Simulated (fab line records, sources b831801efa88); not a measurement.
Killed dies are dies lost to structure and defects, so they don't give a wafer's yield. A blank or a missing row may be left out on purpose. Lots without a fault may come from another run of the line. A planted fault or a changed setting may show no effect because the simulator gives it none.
fab line records | flow sky130
record lots=5 wafers=15 last_day=49
route steps=708 shown LI_CONTACT@383 LOCAL_INTERCONNECT@387 CONTACT@406
lots that met no fault: from a run of the same line without faults
start_h: hours from the record's first day to the start of the lot's first wafer shown | wait_h: hours since the lot's step before | " the same as in the row above | L1.1+2: a row that stands for several wafers | - no value, or no start given | * or withheld: withheld | < > ~ a bound
route shown NAME@n: a module of which the file shows steps, and the number in the route of the first | usual: mean/standard deviation of fault-free wafers | same: alike in all rows | chamber/n: place in a boat | sites: the reading at each site | _std_site: their standard deviation | _edge_site: outer sites' mean less inner sites' | radius_mm: how far each site lies from the wafer's centre | mask NAME#n: copy n | behind: the tool/chamber that last shaped the wafer | hold: why the lot was held/for how many hours/how that ended | device: the transistor (n, p or np) that didn't switch | end of line: the same wafers' tests at the end of the route | a step without rows: its recipe alone | killed: dies lost to structure and defects at the first sort, not the wafer's yield | map: a wafer's dies, x killed, . not, _ none there
set.NAME: the setting as run; set.NAME@STEP: as run at that earlier step | model.NAME: the simulator's own value behind a step, which no gauge read
lots at some steps of the route; a table a step, a row a wafer
services: from which hour (start_h, from the record's first day; less than 0 if before it) a tool's chamber was out of use, for how many hours, and why
## steps
# step SKY_LI_CONTACT_CVD_21
# recipe material=W target_thk_nm=400 time_s=120.56 temp_c=400 pressure_torr=40
# usual heater_power_w=795/100
# columns lot.wafer tool chamber start_h wait_h heater_power_w since_wet_clean_h
L076.3 cvd_w-02 0 701.20 0.1 711 -
L076.4 " 1 " " 733 -
L076.5 " 1 " " 743 -
L079.1 cvd_w-01 1 735.72 0.0 986 832
L079.4 " 0 " " 734 -
L079.6 " 0 " " 754 -
L084.1 cvd_w-01 1 770.97 0.0 962 867
L084.4 " 1 " " 947 -
L084.5 " 1 " " 955 -
L088.1 cvd_w-01 1 792.47 0.0 964 888
L088.4 " 0 " " 743 -
L088.5 " 1 " " 967 -
L094.1 cvd_w-02 1 826.70 0.0 726 423
L094.2 " 0 " " 708 423
L094.6 " 0 " " 721 -
# step SKY_LI_CONTACT_RS_MEAS_22
# recipe thk_meas_gauge=four-point-probe reads=W_of_LI_CONTACT_CVD_21+TiN_of_LI_CONTACT_SPUTTER_20+Ti_of_LI_CONTACT_SPUTTER_19
# usual LI_CONTACT_W_RS=0.2840/0.0028
# columns lot.wafer tool chamber start_h wait_h LI_CONTACT_W_RS[ohm/sq]
L076.3 film_metro-02 - 701.32 0.1 0.2847
L076.4 " - " " 0.2883
L076.5 " - " " 0.2890
L079.1 film_metro-02 - 735.85 0.1 0.2894
L079.4 " - " " 0.2831
L079.6 " - " " 0.2844
L084.1 film_metro-01 - 771.10 0.1 0.2871
L084.4 " - " " 0.2811
L084.5 " - " " 0.2838
L088.1 film_metro-02 - 792.60 0.1 0.2833
L088.4 " - " " 0.2799
L088.5 " - " " 0.2821
L094.1 film_metro-04 - 826.83 0.1 0.2855
L094.2 " - " " 0.2829
L094.6 " - " " 0.2813
# step SKY_LI_CONTACT_THK_MEAS_23
# recipe thk_meas_gauge=xrf reads=W_of_LI_CONTACT_CVD_21
# usual LI_CONTACT_W_THK=394/4.6
# columns lot.wafer tool chamber start_h wait_h LI_CONTACT_W_THK[nm]
L076.3 film_metro-02 - 701.42 0.1 392
L076.4 " - " " 388
L076.5 " - " " 388
L079.1 film_metro-02 - 735.97 0.1 393
L079.4 " - " " 397
L079.6 " - " " 401
L084.1 film_metro-01 - 771.22 0.1 389
L084.4 " - " " 397
L084.5 " - " " 393
L088.1 film_metro-02 - 792.72 0.1 396
L088.4 " - " " 404
L088.5 " - " " 397
L094.1 film_metro-04 - 826.95 0.1 391
L094.2 " - " " 389
L094.6 " - " " 394
# step SKY_LI_CONTACT_CMP_24
# recipe stop_on=PSG t_overpolish_s=20 down_force_psi=3.5 platen_rpm=60 target_thk_nm=0 pad_velocity_m_s=0.94248
# usual motor_current_A=11.1/0.79 overpolish_run_s=19.999/0.0099 time_to_endpoint_s=97/4.3
# columns lot.wafer tool chamber start_h wait_h motor_current_A overpolish_run_s time_to_endpoint_s
L076.3 cmp-02 1 701.56 0.1 10.5 19.996 102
L076.4 " 2 " " 11.7 19.978 95
L076.5 " 0 " " 11.2 20.012 97
L079.4 cmp-01 2 736.08 0.1 10.2 20.008 96
L079.1 " 0 " " 10.0 20.006 96
L079.6 " 1 " " 11.7 19.984 90
L084.4 cmp-02 2 771.28 0.0 11.9 19.994 91
L084.1 " 1 " " 10.6 19.989 97
L084.5 " 2 " " 11.7 20.008 91
L088.4 cmp-02 3 792.83 0.1 12.2 20.013 94
L088.1 " 1 " " 10.3 19.999 102
L088.5 " 2 " " 11.3 20.009 97
L094.2 cmp-02 0 827.11 0.1 11.6 19.988 95
L094.1 " 1 " " 10.3 20.011 98
L094.6 " 3 " " 11.3 20.014 92
# step SKY_LOCAL_INTERCONNECT_SPUTTER_00
# recipe material=TiN target_thk_nm=100 temp_c=300 power_w=6500 time_s=83.3 chamber_pressure_pa=0.4
# usual substrate_temp_c=300.01/0.19 throttle_valve_pct=30.8/1
# columns lot.wafer tool chamber start_h wait_h substrate_temp_c throttle_valve_pct
L076.3 pvd_sputter-04 - 701.76 0.1 299.77 32.0
L076.4 " - " " 300.02 31.8
L076.5 " - " " 299.82 31.9
L079.1 pvd_sputter-04 - 736.35 0.1 299.77 31.8
L079.4 " - " " 299.87 29.7
L079.6 " - " " 299.94 31.5
L084.1 pvd_sputter-04 - 771.58 0.1 300.26 29.8
L084.4 " - " " 300.07 31.8
L084.5 " - " " 299.92 31.5
L088.1 pvd_sputter-04 - 793.08 0.1 300.20 32.4
L088.4 " - " " 299.83 29.9
L088.5 " - " " 299.76 30.2
L094.1 pvd_sputter-03 - 827.31 0.1 299.92 29.4
L094.2 " - " " 299.90 30.3
L094.6 " - " " 299.86 29.5
# step SKY_LOCAL_INTERCONNECT_RS_MEAS_01
# recipe thk_meas_gauge=four-point-probe reads=TiN_of_LOCAL_INTERCONNECT_SPUTTER_00
# usual LOCAL_INTERCONNECT_TIN_RS=14.15/0.17
# columns lot.wafer tool chamber start_h wait_h LOCAL_INTERCONNECT_TIN_RS[ohm/sq]
L076.3 film_metro-03 - 701.87 0.1 14.35
L076.4 " - " " 14.22
L076.5 " - " " 14.29
L079.1 film_metro-04 - 736.41 0.0 14.27
L079.4 " - " " 14.11
L079.6 " - " " 14.07
L084.1 film_metro-02 - 771.64 0.0 13.93
L084.4 " - " " 14.27
L084.5 " - " " 14.20
L088.1 film_metro-04 - 793.14 0.0 14.41
L088.4 " - " " 14.24
L088.5 " - " " 14.32
L094.1 film_metro-02 - 827.37 0.0 14.15
L094.2 " - " " 14.32
L094.6 " - " " 14.14
# step SKY_LOCAL_INTERCONNECT_THK_MEAS_02
# recipe thk_meas_gauge=xrf reads=TiN_of_LOCAL_INTERCONNECT_SPUTTER_00
# usual LOCAL_INTERCONNECT_TIN_THK=99.8/1.2
# columns lot.wafer tool chamber start_h wait_h LOCAL_INTERCONNECT_TIN_THK[nm]
L076.3 film_metro-03 - 701.97 0.1 98.6
L076.4 " - " " 98.7
L076.5 " - " " 98.5
L079.1 film_metro-04 - 736.53 0.1 99.1
L079.4 " - " " 100.8
L079.6 " - " " 100.1
L084.1 film_metro-02 - 771.76 0.1 101.1
L084.4 " - " " 99.0
L084.5 " - " " 99.1
L088.1 film_metro-04 - 793.26 0.1 98.4
L088.4 " - " " 99.8
L088.5 " - " " 98.7
L094.1 film_metro-02 - 827.49 0.1 98.8
L094.2 " - " " 97.7
L094.6 " - " " 98.9
# step SKY_LOCAL_INTERCONNECT_DEHYDRATE_03
# recipe temp_c=200 time_s=60
# columns lot.wafer tool chamber start_h wait_h
L076.3+4+5 litho_track-02 0 715.11 13.1
L079.1+4+6 litho_track-03 0 749.81 13.3
L084.1+4+5 litho_track-01 0 784.04 12.3
L088.1+4+5 litho_track-01 0 806.34 13.1
L094.1+2+6 litho_track-02 0 840.12 12.6
# step SKY_LOCAL_INTERCONNECT_HMDS_04
# recipe prime_time_s=60 prime_temp_c=120
# columns lot.wafer tool chamber start_h wait_h
L076.3+4+5 litho_track-02 0 715.26 0.1
L079.1+4+6 litho_track-03 0 749.96 0.1
L084.1+4+5 litho_track-01 0 784.19 0.1
L088.1+4+5 litho_track-01 0 806.49 0.1
L094.1+2+6 litho_track-02 0 840.27 0.1
# step SKY_LOCAL_INTERCONNECT_COAT_05
# recipe resist=BARC temp_c=withheld time_s=withheld spin_rpm=3000 resist_thk_nm=60
# columns lot.wafer tool chamber start_h wait_h
L076.3+4+5 litho_track-02 0 715.41 0.1
L079.1+4+6 litho_track-03 0 750.11 0.1
L084.1+4+5 litho_track-01 0 784.34 0.1
L088.1+4+5 litho_track-01 0 806.64 0.1
L094.1+2+6 litho_track-02 0 840.42 0.1
# step SKY_LOCAL_INTERCONNECT_COAT_06
# recipe resist=KrF-thick spin_rpm=3000 resist_thk_nm=450
# columns lot.wafer tool chamber start_h wait_h
L076.3+4+5 litho_track-02 0 - -
L079.1+4+6 litho_track-03 0 - -
L084.1+4+5 litho_track-01 0 - -
L088.1+4+5 litho_track-01 0 - -
L094.1+2+6 litho_track-02 0 - -
# step SKY_LOCAL_INTERCONNECT_SOFTBAKE_07
# recipe temp_c=100 time_s=90 resist=KrF-thick
# columns lot.wafer tool chamber start_h wait_h
L076.3+4+5 litho_track-02 0 - -
L079.1+4+6 litho_track-03 0 - -
L084.1+4+5 litho_track-01 0 - -
L088.1+4+5 litho_track-01 0 - -
L094.1+2+6 litho_track-02 0 - -
# step SKY_LOCAL_INTERCONNECT_EXPOSE_08
# recipe mask_id=LI1M na=0.8 source_shape=annular sigma_inner=0.55 sigma_outer=0.85 target_cd_nm=170 dose_mj=28
# same sigma_inner=0.55
# columns lot.wafer tool chamber start_h wait_h mask
L076.3+4+5 krf_scanner-01 0 - - LI1M#0
L079.1+4+6 krf_scanner-01 0 - - LI1M#0
L084.1+4+5 krf_scanner-01 0 - - LI1M#0
L088.1+4+5 krf_scanner-01 0 - - LI1M#0
L094.1+2+6 krf_scanner-02 0 - - LI1M#0
# step SKY_LOCAL_INTERCONNECT_PEB_09
# recipe peb_temp_c=withheld peb_time_s=withheld resist=KrF-thick
# columns lot.wafer tool chamber start_h wait_h
L076.3+4+5 litho_track-01 0 - -
L079.1+4+6 litho_track-02 0 - -
L084.1+4+5 litho_track-01 0 - -
L088.1+4+5 litho_track-03 0 - -
L094.1+2+6 litho_track-03 0 - -
# step SKY_LOCAL_INTERCONNECT_DEVELOP_10
# recipe develop_time_s=60 resist=KrF-thick dev_temp_c=21
# columns lot.wafer tool chamber start_h wait_h
L076.3+4+5 litho_track-01 0 - -
L079.1+4+6 litho_track-02 0 - -
L084.1+4+5 litho_track-01 0 - -
L088.1+4+5 litho_track-03 0 - -
L094.1+2+6 litho_track-03 0 - -
# step SKY_LOCAL_INTERCONNECT_CD_MEAS_11
# recipe target_cd_nm=170
# usual cd_nm=169.6/1.8
# columns lot.wafer tool chamber start_h wait_h cd_nm
L076.3 cd_sem-02 - 729.78 - 168.3
L076.4 " - " " 168.4
L076.5 " - " " 169.4
L079.1 cd_sem-02 - 763.71 - 168.5
L079.4 " - " " 167.8
L079.6 " - " " 167.4
L084.1 cd_sem-02 - 798.79 - 170.3
L084.4 " - " " 169.6
L084.5 " - " " 170.9
L088.1 cd_sem-01 - 820.31 - 172.5
L088.4 " - " " 170.7
L088.5 " - " " 172.2
L094.1 cd_sem-02 - 854.06 - 168.0
L094.2 " - " " 167.7
L094.6 " - " " 167.4
# step SKY_LOCAL_INTERCONNECT_OVL_MEAS_12
# usual LOCAL_INTERCONNECT_OVL=2/5.8
# columns lot.wafer tool chamber start_h wait_h LOCAL_INTERCONNECT_OVL[nm]
L076.3 overlay-02 - 729.88 0.1 -5
L076.4 " - " " -2
L076.5 " - " " 1
L079.1 overlay-01 - 763.83 0.1 -2
L079.4 " - " " -1
L079.6 " - " " -8
L084.1 overlay-01 - 798.91 0.1 -5
L084.4 " - " " 6
L084.5 " - " " 3
L088.1 overlay-01 - 820.43 0.1 -3
L088.4 " - " " 1
L088.5 " - " " -9
L094.1 overlay-02 - 854.18 0.1 3
L094.2 " - " " -1
L094.6 " - " " 2
# step SKY_LOCAL_INTERCONNECT_ETCH_13
# recipe chemistry=N2/H2 target=BARC ion_energy_ev=200 bias_w=100 pressure_mtorr=30 n2_flow_sccm=100 h2_flow_sccm=200 icp_w=500 stop_on=SiO2 time_s=45.9 target_depth_a=600
# usual drypump_motor_current_A=6.14/0.28 oes_product_au=0.854/0.0047 throttle_valve_pct=13.226/0.0097
# columns lot.wafer tool chamber start_h wait_h drypump_motor_current_A oes_product_au rf_hours_counter_h throttle_valve_pct
L076.3 rie_metal-03 1 729.92 0.0 6.17 0.852 - 13.229
L076.4 " 0 " " 6.13 0.859 - 13.219
L076.5 " 0 " " 6.13 0.856 - 13.219
L079.1 rie_metal-03 1 763.87 0.0 6.21 0.859 7 13.217
L079.4 " 1 " " 6.22 0.859 - 13.219
L079.6 " 1 " " 6.23 0.854 - 13.222
L084.1 rie_metal-03 0 798.95 0.0 6.11 0.857 16 13.241
L084.4 " 0 " " 6.13 0.853 - 13.242
L084.5 " 0 " " 6.13 0.853 - 13.247
L088.1 rie_metal-03 1 820.47 0.0 6.21 0.855 10 13.245
L088.4 " 1 " " 6.19 0.854 - 13.232
L088.5 " 1 " " 6.18 0.853 - 13.219
L094.1 rie_metal-03 0 854.22 0.0 6.12 0.859 0 13.241
L094.2 " 1 " " 6.23 0.857 12 13.210
L094.6 " 1 " " 6.20 0.862 - 13.231
# step SKY_LOCAL_INTERCONNECT_METAL_ETCH_14
# recipe target_depth_nm=110 stop_on=PSG chemistry=Cl2/BCl3 target=TiN resist_sidewall_deg=88 pressure_mtorr=10 icp_w=900 bias_w=48.5 Cl2_flow_sccm=60 bcl3_flow_sccm=30 time_s=31.4
# usual drypump_motor_current_A=6.13/0.28 oes_product_au=0.941/0.008 throttle_valve_pct=21.900/0.0092
# columns lot.wafer tool chamber start_h wait_h drypump_motor_current_A oes_product_au rf_hours_counter_h throttle_valve_pct
L076.3 rie_metal-03 1 729.98 0.0 6.19 0.929 - 21.906
L076.4 " 0 " " 6.09 0.941 - 21.912
L076.5 " 0 " " 6.11 0.924 - 21.893
L079.1 rie_metal-03 1 763.93 0.0 6.17 0.930 7 21.903
L079.4 " 1 " " 6.16 0.945 - 21.892
L079.6 " 1 " " 6.17 0.945 - 21.895
L084.1 rie_metal-03 0 799.08 0.1 6.09 0.947 16 21.899
L084.4 " 0 " " 6.11 0.940 - 21.917
L084.5 " 0 " " 6.09 0.940 - 21.905
L088.1 rie_metal-03 1 820.53 0.0 6.18 0.933 10 21.920
L088.4 " 1 " " 6.20 0.940 - 21.908
L088.5 " 1 " " 6.22 0.943 - 21.910
L094.1 rie_metal-03 0 854.28 0.0 6.11 0.949 0 21.902
L094.2 " 1 " " 6.19 0.932 12 21.902
L094.6 " 1 " " 6.20 0.936 - 21.906
# step SKY_LOCAL_INTERCONNECT_STRIP_15
# recipe chemistry=O2/N2 power_w=1400 pressure_mtorr=1500 platen_temp_c=withheld o2_flow_sccm=3000 n2_flow_sccm=300 overash_fraction=0.5
# usual drypump_motor_current_A=5.6/0.31 oes_product_au=0.428/0.0042 strip_time_to_endpoint_s=4.735/0.018
# columns lot.wafer tool chamber start_h wait_h drypump_motor_current_A oes_product_au rf_hours_counter_h strip_time_to_endpoint_s
L076.3 plasma_asher-03 1 730.05 0.1 5.3 0.430 - 4.750
L076.4 " 0 " " 5.2 0.422 - 4.762
L076.5 " 0 " " 5.2 0.430 - 4.767
L079.1 plasma_asher-04 0 763.98 0.0 5.2 0.424 32 4.738
L079.4 " 1 " " 5.9 0.423 - 4.731
L079.6 " 1 " " 5.9 0.425 - 4.724
L084.1 plasma_asher-04 0 799.18 0.1 5.2 0.431 35 4.744
L084.4 " 1 " " 5.9 0.430 - 4.728
L084.5 " 1 " " 5.9 0.433 - 4.757
L088.1 plasma_asher-04 0 820.58 0.0 5.2 0.429 37 4.732
L088.4 " 1 " " 5.9 0.426 - 4.717
L088.5 " 1 " " 6.0 0.433 - 4.724
L094.1 plasma_asher-02 0 854.33 0.0 6.0 0.438 78 4.742
L094.2 " 1 " " 5.7 0.430 78 4.749
L094.6 " 1 " " 5.7 0.418 - 4.698
# step SKY_LOCAL_INTERCONNECT_STRIP_16
# recipe chemistry=post_etch_residue_remover time_s=1200 temp_c=72.5
# columns lot.wafer tool chamber start_h wait_h
L076.3+4+5 wet_bench-03 0 730.11 0.0
L079.1+4+6 wet_bench-02 2 764.08 0.1
L084.1+4+5 wet_bench-03 1 799.28 0.1
L088.1+4+5 wet_bench-03 2 820.68 0.1
L094.1+2+6 wet_bench-04 3 854.43 0.1
# step SKY_LOCAL_INTERCONNECT_CLEAN_17
# recipe chemistry=IPA time_s=180 temp_c=25
# columns lot.wafer tool chamber start_h wait_h
L076.3+4+5 wet_bench-04 2 730.49 0.0
L079.1+4+6 wet_bench-04 0 764.46 0.0
L084.1+4+5 wet_bench-02 2 799.68 0.0
L088.1+4+5 wet_bench-04 2 821.50 0.0
L094.1+2+6 wet_bench-03 1 854.77 0.0
# step SKY_LOCAL_INTERCONNECT_CLEAN_18
# recipe chemistry=O3/DIW dry=n2_spin
# columns lot.wafer tool chamber start_h wait_h
L076.3+4+5 wet_bench-02 1 730.54 0.0
L079.1+4+6 wet_bench-02 2 764.52 0.0
L084.1+4+5 wet_bench-04 1 799.75 0.0
L088.1+4+5 wet_bench-02 1 821.55 0.0
L094.1+2+6 wet_bench-04 2 854.84 0.0
# step SKY_CONTACT_CVD_00
# recipe material=Si3N4 target_thk_nm=75 temp_c=400 time_s=withheld rf_w=450
# usual heater_power_w=757/84
# columns lot.wafer tool chamber start_h wait_h heater_power_w
L076.3 pecvd-02 2 730.64 0.0 850
L076.4 " 2 " " 837
L076.5 " 1 " " 668
L079.1 pecvd-03 0 764.62 0.0 660
L079.4 " 1 " " 892
L079.6 " 0 " " 655
L084.1 pecvd-04 2 799.84 0.0 726
L084.4 " 2 " " 730
L084.5 " 1 " " 625
L088.1 pecvd-02 0 821.65 0.0 768
L088.4 " 2 " " 777
L088.5 " 1 " " 728
L094.1 pecvd-02 0 854.93 0.0 766
L094.2 " 2 " " 821
L094.6 " 1 " " 708
# step SKY_CONTACT_THK_MEAS_01
# recipe reads=Si3N4_of_CONTACT_CVD_00
# usual CONTACT_CVD_00_THK=75.4/1.3
# columns lot.wafer tool chamber start_h wait_h CONTACT_CVD_00_THK[nm]
L076.3 film_metro-04 - 730.70 - 77.0
L076.4 " - " " 78.7
L076.5 " - " " 76.2
L079.1 film_metro-04 - 764.65 - 75.6
L079.4 " - " " 75.5
L079.6 " - " " 76.5
L084.1 film_metro-01 - 799.87 - 73.2
L084.4 " - " " 74.6
L084.5 " - " " 74.8
L088.1 film_metro-03 - 821.68 - 73.9
L088.4 " - " " 78.3
L088.5 " - " " 76.2
L094.1 film_metro-03 - 854.96 - 74.2
L094.2 " - " " 76.9
L094.6 " - " " 76.9
# step SKY_CONTACT_HDPCVD_02
# recipe material=SiO2 target_thk_nm=565 sigma_open_frac=0.3 time_s=94.2 temp_c=600 sih4_flow_sccm=60 pressure_mtorr=6
# columns lot.wafer tool chamber start_h wait_h
L076.3+4+5 hdpcvd-02 1,0,1 730.74 0.0
L079.1+4+6 hdpcvd-01 1,0,2 764.71 0.1
L084.1+4+5 hdpcvd-02 0,1,1 799.93 0.1
L088.1+4+5 hdpcvd-02 2,2,0 821.74 0.1
L094.1+2+6 hdpcvd-02 2,0,2 855.02 0.1
# step SKY_CONTACT_THK_MEAS_03
# recipe reads=SiO2_of_CONTACT_HDPCVD_02
# usual CONTACT_HDPCVD_THK=568/7.4
# columns lot.wafer tool chamber start_h wait_h CONTACT_HDPCVD_THK[nm]
L076.3 film_metro-04 - 730.83 0.1 575
L076.4 " - " " 567
L076.5 " - " " 575
L079.1 film_metro-01 - 764.78 0.0 565
L079.4 " - " " 559
L079.6 " - " " 558
L084.1 film_metro-03 - 800.04 0.1 568
L084.4 " - " " 569
L084.5 " - " " 573
L088.1 film_metro-03 - 821.81 0.0 566
L088.4 " - " " 567
L088.5 " - " " 571
L094.1 film_metro-01 - 855.09 0.0 562
L094.2 " - " " 582
L094.6 " - " " 564
# step SKY_CONTACT_CMP_04
# recipe material=SiO2 down_force_psi=4 platen_rpm=60 pad_velocity_m_s=0.94248
# usual motor_current_A=12.1/0.9 time_to_endpoint_s=85/4.2
# columns lot.wafer tool chamber start_h wait_h motor_current_A time_to_endpoint_s
L076.4 cmp-02 1 730.87 0.0 11.5 88
L076.3 " 2 " " 12.7 86
L076.5 " 1 " " 11.3 92
L079.4 cmp-02 2 764.84 0.0 13.3 83
L079.1 " 1 " " 11.2 90
L079.6 " 2 " " 13.3 84
L084.1 cmp-01 1 800.14 0.1 13.3 82
L084.4 " 2 " " 11.6 86
L084.5 " 2 " " 11.0 88
L088.4 cmp-01 2 821.87 0.0 10.5 88
L088.1 " 3 " " 12.3 82
L088.5 " 2 " " 10.6 86
L094.1 cmp-02 3 855.15 0.1 13.2 80
L094.2 " 1 " " 11.3 94
L094.6 " 3 " " 12.5 79
# step SKY_CONTACT_BOW_MEAS_05
# recipe mode=bow
# usual CONTACT_BOW=81/7.4
# columns lot.wafer tool chamber start_h wait_h CONTACT_BOW[um]
L076.3 film_metro-01 - 731.21 0.2 81
L076.4 " - " " 82
L076.5 " - " " 79
L079.1 film_metro-01 - 765.14 0.1 71
L079.4 " - " " 73
L079.6 " - " " 77
L084.1 film_metro-03 - 800.44 0.2 85
L084.4 " - " " 94
L084.5 " - " " 79
L088.1 film_metro-03 - 822.17 0.2 89
L088.4 " - " " 86
L088.5 " - " " 79
L094.1 film_metro-01 - 855.45 0.2 83
L094.2 " - " " 87
L094.6 " - " " 77
# step SKY_CONTACT_DEHYDRATE_06
# recipe temp_c=200 time_s=60
# columns lot.wafer tool chamber start_h wait_h
L076.3+4+5 litho_track-04 0 744.44 13.2
L079.1+4+6 litho_track-04 0 778.24 13.1
L084.1+4+5 litho_track-04 0 812.59 12.1
L088.1+4+5 litho_track-03 0 835.21 13.0
L094.1+2+6 litho_track-01 0 867.69 12.2
# step SKY_CONTACT_HMDS_07
# recipe prime_time_s=60 prime_temp_c=120
# columns lot.wafer tool chamber start_h wait_h
L076.3+4+5 litho_track-04 0 744.59 0.1
L079.1+4+6 litho_track-04 0 778.39 0.1
L084.1+4+5 litho_track-04 0 812.74 0.1
L088.1+4+5 litho_track-03 0 835.36 0.1
L094.1+2+6 litho_track-01 0 867.84 0.1
# step SKY_CONTACT_COAT_08
# recipe resist=BARC temp_c=withheld time_s=withheld spin_rpm=3000 resist_thk_nm=60
# columns lot.wafer tool chamber start_h wait_h
L076.3+4+5 litho_track-04 0 744.74 0.1
L079.1+4+6 litho_track-04 0 778.54 0.1
L084.1+4+5 litho_track-04 0 812.89 0.1
L088.1+4+5 litho_track-03 0 835.51 0.1
L094.1+2+6 litho_track-01 0 867.99 0.1
# step SKY_CONTACT_COAT_09
# recipe resist=KrF-thick spin_rpm=3000 resist_thk_nm=450
# columns lot.wafer tool chamber start_h wait_h
L076.3+4+5 litho_track-04 0 - -
L079.1+4+6 litho_track-04 0 - -
L084.1+4+5 litho_track-04 0 - -
L088.1+4+5 litho_track-03 0 - -
L094.1+2+6 litho_track-01 0 - -
# step SKY_CONTACT_SOFTBAKE_10
# recipe temp_c=100 time_s=90 resist=KrF-thick
# columns lot.wafer tool chamber start_h wait_h
L076.3+4+5 litho_track-04 0 - -
L079.1+4+6 litho_track-04 0 - -
L084.1+4+5 litho_track-04 0 - -
L088.1+4+5 litho_track-03 0 - -
L094.1+2+6 litho_track-01 0 - -
# step SKY_CONTACT_EXPOSE_11
# recipe mask_id=CTM1 na=0.8 source_shape=annular sigma_inner=0.55 sigma_outer=0.85 target_cd_nm=170 dose_mj=38
# same sigma_inner=0.55
# columns lot.wafer tool chamber start_h wait_h mask
L076.3+4+5 krf_scanner-01 0 - - CTM1#0
L079.1+4+6 krf_scanner-01 0 - - CTM1#0
L084.1+4+5 krf_scanner-02 0 - - CTM1#0
L088.1+4+5 krf_scanner-02 0 - - CTM1#0
L094.1+2+6 krf_scanner-02 0 - - CTM1#0
# step SKY_CONTACT_PEB_12
# recipe peb_temp_c=withheld peb_time_s=withheld resist=KrF-thick
# columns lot.wafer tool chamber start_h wait_h
L076.3+4+5 litho_track-01 0 - -
L079.1+4+6 litho_track-03 0 - -
L084.1+4+5 litho_track-01 0 - -
L088.1+4+5 litho_track-04 0 - -
L094.1+2+6 litho_track-03 0 - -
# step SKY_CONTACT_DEVELOP_13
# recipe develop_time_s=60 resist=KrF-thick dev_temp_c=21
# columns lot.wafer tool chamber start_h wait_h
L076.3+4+5 litho_track-01 0 - -
L079.1+4+6 litho_track-03 0 - -
L084.1+4+5 litho_track-01 0 - -
L088.1+4+5 litho_track-04 0 - -
L094.1+2+6 litho_track-03 0 - -
# step SKY_CONTACT_CD_MEAS_14
# recipe target_cd_nm=170
# usual cd_nm=169.8/1.6
# columns lot.wafer tool chamber start_h wait_h cd_nm
L076.3 cd_sem-02 - 758.48 - 171.7
L076.4 " - " " 170.8
L076.5 " - " " 169.9
L079.1 cd_sem-02 - 792.31 - 169.5
L079.4 " - " " 168.3
L079.6 " - " " 169.8
L084.1 cd_sem-02 - 826.39 - 170.0
L084.4 " - " " 169.9
L084.5 " - " " 169.1
L088.1 cd_sem-02 - 849.24 - 168.5
L088.4 " - " " 169.1
L088.5 " - " " 168.0
L094.1 cd_sem-02 - 881.51 - 171.8
L094.2 " - " " 170.0
L094.6 " - " " 171.7
# step SKY_CONTACT_OVL_MEAS_15
# usual CONTACT_OVL=1/5.5
# columns lot.wafer tool chamber start_h wait_h CONTACT_OVL[nm]
L076.3 overlay-01 - 758.58 0.1 1
L076.4 " - " " 0
L076.5 " - " " -4
L079.1 overlay-01 - 792.43 0.1 2
L079.4 " - " " 6
L079.6 " - " " 3
L084.1 overlay-01 - 826.51 0.1 0
L084.4 " - " " 8
L084.5 " - " " 1
L088.1 overlay-01 - 849.36 0.1 2
L088.4 " - " " 0
L088.5 " - " " 1
L094.1 overlay-01 - 881.63 0.1 -4
L094.2 " - " " 1
L094.6 " - " " -1
# step SKY_CONTACT_ETCH_16
# recipe chemistry=N2/H2 target=BARC ion_energy_ev=200 source_w=500 bias_w=100 pressure_mtorr=30 n2_flow_sccm=100 h2_flow_sccm=200 stop_on=SiO2 time_s=45.9 target_depth_a=600
# usual drypump_motor_current_A=5.9/0.37 oes_product_au=0.854/0.0047 throttle_valve_pct=13.225/0.0084
# columns lot.wafer tool chamber start_h wait_h drypump_motor_current_A oes_product_au rf_hours_counter_h throttle_valve_pct
L076.3 rie_diel-04 1 758.60 0.0 5.5 0.850 2 13.221
L076.4 " 0 " " 6.3 0.851 13 13.223
L076.5 " 1 " " 5.5 0.855 - 13.230
L079.1 rie_diel-01 2 792.47 0.0 6.0 0.862 19 13.224
L079.4 " 1 " " 5.8 0.860 15 13.228
L079.6 " 3 " " 5.2 0.858 - 13.226
L084.1 rie_diel-04 0 826.55 0.0 6.3 0.857 15 13.232
L084.4 " 2 " " 5.5 0.850 17 13.220
L084.5 " 2 " " 5.4 0.853 - 13.233
L088.1 rie_diel-04 3 849.40 0.0 6.3 0.863 9 13.211
L088.4 " 0 " " 6.2 0.848 16 13.224
L088.5 " 2 " " 5.5 0.849 - 13.229
L094.1 rie_diel-04 1 881.67 0.0 5.5 0.849 6 13.230
L094.2 " 2 " " 5.4 0.857 20 13.217
L094.6 " 1 " " 5.5 0.845 - 13.215
# step SKY_CONTACT_ETCH_17
# recipe target=SiO2 chemistry=C4F8/O2/Ar stop_on=Si3N4 mask_material=KrF-thick source_w=1500 bias_w=1200 pressure_mtorr=40 c4f8_flow_sccm=withheld O2_flow_sccm=6 Ar_flow_sccm=300 time_s=withheld target_depth_a=3400
# usual oes_product_au=0.891/0.0046
# columns lot.wafer tool chamber start_h wait_h oes_product_au
L076.3 rie_diel-04 1 758.64 0.0 0.898
L076.4 " 0 " " 0.895
L076.5 " 1 " " 0.889
L079.1 rie_diel-01 2 792.51 0.0 0.896
L079.4 " 1 " " 0.899
L079.6 " 3 " " 0.892
L084.1 rie_diel-04 0 826.59 0.0 0.894
L084.4 " 2 " " 0.893
L084.5 " 2 " " 0.891
L088.1 rie_diel-04 3 849.44 0.0 0.893
L088.4 " 0 " " 0.899
L088.5 " 2 " " 0.892
L094.1 rie_diel-04 1 881.71 0.0 0.892
L094.2 " 2 " " 0.898
L094.6 " 1 " " 0.896
## services
# columns tool chamber start_h hours kind
krf_scanner-02 - 684.58 0.8 pm
krf_scanner-01 - 704.71 1.0 pm
hdpcvd-02 2 709.51 12.1 repair
cmp-02 - 711.70 5.4 pm
krf_scanner-01 - 717.22 4.4 pm
pvd_sputter-04 - 726.76 1.6 repair
pvd_sputter-04 - 734.31 0.9 repair
cmp-02 - 744.00 4.0 pm
cmp-02 - 759.49 1.4 repair
cmp-02 - 762.25 0.9 repair
krf_scanner-01 - 768.97 0.8 pm
krf_scanner-01 - 772.30 1.3 pm
krf_scanner-01 - 774.99 0.8 repair
rie_diel-04 - 780.45 1.3 repair
krf_scanner-01 - 793.60 2.8 repair
rie_metal-03 1 798.07 3.4 repair
rie_diel-04 0 811.74 2.6 repair
rie_metal-03 - 813.40 2.8 pm
wet_bench-04 - 816.72 1.8 repair
krf_scanner-01 - 818.31 4.0 pm
cmp-02 - 821.43 4.2 repair
cmp-02 - 831.64 2.7 repair
rie_diel-04 - 856.70 0.6 repair
krf_scanner-01 - 873.71 1.0 pm
## key
fault none
